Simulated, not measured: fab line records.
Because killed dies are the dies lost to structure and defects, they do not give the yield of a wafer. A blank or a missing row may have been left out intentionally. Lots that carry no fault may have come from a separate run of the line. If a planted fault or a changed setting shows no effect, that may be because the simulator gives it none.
Which tool did it? ; flow sky130 ; 11 lots, 33 wafers sampled, at 3 steps of a route of 708

== WHAT EACH GAUGE READ, for each wafer ==
SKY_PASSIVATION_THK_MEAS_03. Usual: for PASSIVATION_CVD_02_THK the level is 542 nm and the standard deviation is 6.5.
lot;measured;on;PASSIVATION_CVD_02_THK (nm);flag
L116;day 45 13:22;filmMetro-03;547 546 539;
L117;day 45 21:50;filmMetro-03;533 537 539;
L119;day 46 21:28;filmMetro-04;527 543 553;
L122;day 47 06:34;filmMetro-03;535 535 549;
L123;day 47 16:50;filmMetro-01;539 540 548;
L125;day 48 02:38;filmMetro-03;534 557 543;
L126;day 48 07:01;filmMetro-03;543 543 546;
L127;day 48 17:23;filmMetro-01;544 550 549;
L128;day 49 00:20;filmMetro-03;538 537 546;
L137;day 50 15:47;filmMetro-01;532 538 536;
L138;day 50 18:07;filmMetro-04;540 548 547;

== WHAT TOOL EACH LOT RAN ON (gives the tool, then ch and the chambers of the sampled wafers, and finally the start) ==
lot;SKY_VIA2_ETCH_14;SKY_VIA4_CMP_21
L116;rieDiel-02 ch 0,2,3, day 37 23:34;cmp-02 ch 0,1,3, day 44 12:48
L117;rieDiel-02 ch 1,2,3, day 38 07:28;cmp-02 ch 0,1,2, day 44 22:41
L119;rieDiel-04 ch 0,1, day 39 10:49;cmp-02 ch 0,1,3, day 45 21:32
L122;rieDiel-04 ch 0,2,3, day 39 20:22;cmp-02 ch 1,2,3, day 46 07:31
L123;rieDiel-04 ch 1,2,3, day 40 09:19;cmp-02 ch 0,3, day 46 18:17
L125;rieDiel-04 ch 0,1,2, day 40 19:37;cmp-01 ch 0,2,3, day 47 04:17
L126;rieDiel-04 ch 0,1, day 41 05:34;cmp-02 ch 0,1,2, day 47 08:55
L127;rieDiel-03 ch 0,1, day 41 15:55;cmp-02 ch 0,1, day 47 18:54
L128;rieDiel-03 ch 0,2, day 41 23:01;cmp-01 ch 0,2, day 48 02:20
L137;rieDiel-04 ch 0,1,2, day 44 00:25;cmp-01 ch 0,1,2, day 49 19:40
L138;rieDiel-03 ch 0,2, day 44 05:46;cmp-01 ch 0,1,2, day 49 22:25
- SKY_VIA2_ETCH_14: etches BARC in N2/H2, stops on SiO2, time 45.9 s, target depth 60 nm.
- SKY_VIA4_CMP_21: polishes, stops on SiO2, t overpolish 25 s, target thk 0 nm.

== AS READ BY THE TOOLS THEMSELVES (means over the sampled wafers that have a number; for cases with no such wafer, the mark the record gives instead) ==
SKY_VIA2_ETCH_14. Usual: chamberPressureMTorr 30.00 mTorr, standard deviation 0.03; drypumpMotorCurrentA 5.7 A, standard deviation 0.53; oesProductAu 0.856 a.u., standard deviation 0.0044; rfFwdPowerW 494.3 W, standard deviation 2.3; throttleValvePct 13.225 %, standard deviation 0.0093.
lot;tool;chamberPressureMTorr (mTorr);drypumpMotorCurrentA (A);oesProductAu (a.u.);rfFwdPowerW (W);throttleValvePct (%);flag
L116;rieDiel-02;29.98;5.8;0.857;495.6;13.232;
L117;rieDiel-02;30.01;5.7;0.856;494.4;13.217;
L119;rieDiel-04;29.99;5.6;0.857;494.8;13.226;
L122;rieDiel-04;29.99;5.7;0.855;492.6;13.221;
L123;rieDiel-04;30.01;5.6;0.853;494.4;13.233;
L125;rieDiel-04;29.99;5.7;0.853;493.3;13.226;
L126;rieDiel-04;29.98;5.4;0.854;494.7;13.219;
L127;rieDiel-03;30.03;5.4;0.863;492.6;13.221;
L128;rieDiel-03;29.98;5.5;0.856;494.9;13.217;
L137;rieDiel-04;29.99;5.6;0.857;496.1;13.224;
L138;rieDiel-03;29.99;5.1;0.856;492.8;13.221;

SKY_VIA4_CMP_21. Usual: headPressurePsi 3.500 psi, standard deviation 0.0075; motorCurrentA 11.2 A, standard deviation 0.74; overpolishRunS 25.000 s, standard deviation 0.009; timeToEndpointS 125 s, standard deviation 5.4.
lot;tool;headPressurePsi (psi);motorCurrentA (A);overpolishRunS (s);timeToEndpointS (s);flag
L116;cmp-02;3.500;11.3;24.997;125;
L117;cmp-02;3.494;10.9;24.997;124;
L119;cmp-02;3.503;11.7;25.008;122;
L122;cmp-02;3.506;11.1;24.994;125;
L123;cmp-02;3.491;11.6;25.010;122;
L125;cmp-01;3.501;11.4;24.998;121;
L126;cmp-02;3.510;10.4;25.007;127;
L127;cmp-02;3.500;11.4;25.001;125;
L128;cmp-01;3.498;11.5;25.001;116;
L137;cmp-01;3.506;11.3;24.998;125;
L138;cmp-01;3.497;11.0;24.999;120;

== THE ANSWER, worked out from the rows above alone ==
Rule: a lot is off if the mean of its wafers that have a number lies more than 3 standard deviations from the usual mean. Also off: a lot with no number at a reading for which 4 or more lots have one. All remaining lots with rows at the step are treated as sound. First the gauges in route order, then the tools' own readings, where a lot's mean is used as printed above. The first step at which some lot is off is used, and at that step the reading that is off furthest; a lot without a number counts as furthest.
Nothing can be told from this: no lot is off at any reading shown.

== WHAT WAS PUT IN BY THE SIMULATOR ==
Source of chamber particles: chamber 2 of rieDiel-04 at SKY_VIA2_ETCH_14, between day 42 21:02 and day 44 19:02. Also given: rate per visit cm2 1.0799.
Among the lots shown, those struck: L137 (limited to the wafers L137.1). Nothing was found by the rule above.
